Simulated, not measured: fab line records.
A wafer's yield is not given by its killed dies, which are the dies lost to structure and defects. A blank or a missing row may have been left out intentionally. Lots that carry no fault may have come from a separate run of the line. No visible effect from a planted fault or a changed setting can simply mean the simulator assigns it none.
Which tool was responsible? || flow gf180mcu || 33 wafers from 11 lots sampled at 3 of the route's 602 steps

WHAT THE GAUGES SHOWED, per wafer
GF_NWELL_TW_MEAS_11.
{"lot": "L122", "measured": "day 3 18:43", "on": "filmMetro-04", "NWELL_TW": "1554 1556 1557"}
{"lot": "L125", "measured": "day 4 09:50", "on": "filmMetro-02", "NWELL_TW": "1400 1407 1413"}
{"lot": "L129", "measured": "day 5 08:29", "on": "filmMetro-02", "NWELL_TW": "1413 1417 1418"}
{"lot": "L133", "measured": "day 6 10:13", "on": "filmMetro-02", "NWELL_TW": "1592 1581 1572"}
{"lot": "L135", "measured": "day 6 19:07", "on": "filmMetro-04", "NWELL_TW": "1553 1552 1556"}
{"lot": "L137", "measured": "day 7 04:53", "on": "filmMetro-04", "NWELL_TW": "1558 1560 1558"}
{"lot": "L139", "measured": "day 7 18:44", "on": "filmMetro-04", "NWELL_TW": "1560 1555 1565"}
{"lot": "L140", "measured": "day 7 22:49", "on": "filmMetro-02", "NWELL_TW": "1570 1569 1570"}
{"lot": "L141", "measured": "day 8 03:49", "on": "filmMetro-01", "NWELL_TW": "1547 1537 1539"}
{"lot": "L142", "measured": "day 8 08:53", "on": "filmMetro-01", "NWELL_TW": "1538 1548 1541"}
{"lot": "L143", "measured": "day 8 15:28", "on": "filmMetro-02", "NWELL_TW": "1577 1572 1570"}

WHICH TOOL RAN EACH LOT (tool, then ch and the chambers of the sampled wafers, then the start)
{"lot": "L122", "GF_DNWELL_STRIP_08": "plasmaAsher-04 ch 0,1, day 3 05:26", "GF_NWELL_IMPLANT_08": "implanter-04 ch 0, day 3 18:19"}
{"lot": "L125", "GF_DNWELL_STRIP_08": "plasmaAsher-03 ch 0,1, day 3 20:09", "GF_NWELL_IMPLANT_08": "implanter-04 ch 0, day 4 09:26"}
{"lot": "L129", "GF_DNWELL_STRIP_08": "plasmaAsher-01 ch 0, day 4 18:42", "GF_NWELL_IMPLANT_08": "implanter-04 ch 0, day 5 08:05"}
{"lot": "L133", "GF_DNWELL_STRIP_08": "plasmaAsher-04 ch 0,1, day 5 18:33", "GF_NWELL_IMPLANT_08": "implanter-02 ch 0, day 6 09:50"}
{"lot": "L135", "GF_DNWELL_STRIP_08": "plasmaAsher-03 ch 0,1, day 6 03:15", "GF_NWELL_IMPLANT_08": "implanter-01 ch 0, day 6 18:43"}
{"lot": "L137", "GF_DNWELL_STRIP_08": "plasmaAsher-04 ch 0, day 6 13:39", "GF_NWELL_IMPLANT_08": "implanter-02 ch 0, day 7 04:29"}
{"lot": "L139", "GF_DNWELL_STRIP_08": "plasmaAsher-04 ch 0,1, day 7 01:47", "GF_NWELL_IMPLANT_08": "implanter-02 ch 0, day 7 18:20"}
{"lot": "L140", "GF_DNWELL_STRIP_08": "plasmaAsher-04 ch 0,1, day 7 06:42", "GF_NWELL_IMPLANT_08": "implanter-01 ch 0, day 7 22:25"}
{"lot": "L141", "GF_DNWELL_STRIP_08": "plasmaAsher-03 ch 0,1, day 7 10:41", "GF_NWELL_IMPLANT_08": "implanter-02 ch 0, day 8 03:25"}
{"lot": "L142", "GF_DNWELL_STRIP_08": "plasmaAsher-04 ch 0,1, day 7 16:32", "GF_NWELL_IMPLANT_08": "implanter-02 ch 0, day 8 08:29"}
{"lot": "L143", "GF_DNWELL_STRIP_08": "plasmaAsher-04 ch 0,1, day 7 22:20", "GF_NWELL_IMPLANT_08": "implanter-04 ch 0, day 8 15:07"}
- GF_DNWELL_STRIP_08: strips in O2/N2.
- GF_NWELL_IMPLANT_08

THE ANSWER, worked out from the rows above alone
Rule: the usual values come from the lots themselves. Put in order of their means at a reading, lots are off if they are a third of the lots or fewer, leave a main group of 4 or more, and stand apart from it by a gap of 3 or more times the standard deviation of the main group's means; of several such gaps the widest counts. The tables above print the reading to a certain number of digits; a main group whose means all agree to those digits is not used. Also off: a lot with no number at a reading for which 4 or more lots have one. Where the step has rows for the other lots, those lots are counted as sound.
Off: at GF_NWELL_TW_MEAS_11 (NWELL_TW), L125, L129. For the main group the mean is 1560 and the standard deviation 13.
A tool fits if, at a process step before that reading, it ran every lot that is off, and no sound lot after the first of them. Gauges at GF_NWELL_TW_MEAS_11: tried the same way as those tools. Not one of the candidates tried fits.

WHAT WAS PUT IN BY THE SIMULATOR
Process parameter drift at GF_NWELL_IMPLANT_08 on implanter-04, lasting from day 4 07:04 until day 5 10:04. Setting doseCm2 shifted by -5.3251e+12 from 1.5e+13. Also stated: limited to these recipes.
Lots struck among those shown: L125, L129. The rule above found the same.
